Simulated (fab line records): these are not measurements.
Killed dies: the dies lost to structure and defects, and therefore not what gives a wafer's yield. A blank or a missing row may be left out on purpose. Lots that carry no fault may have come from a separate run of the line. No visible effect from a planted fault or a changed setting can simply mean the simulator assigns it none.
What tool caused it? / flow sky130 / 7 lots, 21 wafers sampled, at 1 step of a route of 708

## WHAT THE GAUGES READ, wafer by wafer
SKY_VT_ADJUST_PCH_OVL_MEAS_07.
lot=L740; measured=day 11 03:10; on=overlay-02; VT_ADJUST_PCH_OVL (nm)=-3.7 -3.0 -3.3
lot=L744; measured=day 12 07:50; on=overlay-01; VT_ADJUST_PCH_OVL (nm)=-1.1 -4.5 -1.8
lot=L746; measured=day 12 18:11; on=overlay-02; VT_ADJUST_PCH_OVL (nm)=-2.3 -2.4 -2.0
lot=L750; measured=day 14 07:05; on=overlay-01; VT_ADJUST_PCH_OVL (nm)=-2.1 -1.9 -5.3
lot=L757; measured=day 16 19:23; on=overlay-02; VT_ADJUST_PCH_OVL (nm)=-2.3 -3.0 -1.8
lot=L759; measured=day 17 03:50; on=overlay-02; VT_ADJUST_PCH_OVL (nm)=-0.9 -1.4 -0.8
lot=L761; measured=day 17 21:02; on=overlay-02; VT_ADJUST_PCH_OVL (nm)=-1.1 -3.1 0.0

## WHAT TOOL EACH LOT RAN ON (gives the tool, then ch and the chambers of the sampled wafers, and finally the start)
Record: no process step prior to these readings.

## THE ANSWER, worked out from the rows above alone
Rule: what is usual is taken from the lots themselves. The widest of any qualifying gaps counts: lots, ordered by their means at a reading, are off when they make up no more than a third of the lots, leave a main group of 4 or more, and stand apart from it by 3 or more times the standard deviation of that group's means. Not used: any main group whose means are identical at the precision the tables above print for the reading. A lot without any number at a reading at which 4 lots or more have one is off too. Where the step has rows for the other lots, those lots are counted as sound.
None of the lots is off at any reading shown; this tells nothing.

## WHAT HAD BEEN PUT IN BY THE SIMULATOR
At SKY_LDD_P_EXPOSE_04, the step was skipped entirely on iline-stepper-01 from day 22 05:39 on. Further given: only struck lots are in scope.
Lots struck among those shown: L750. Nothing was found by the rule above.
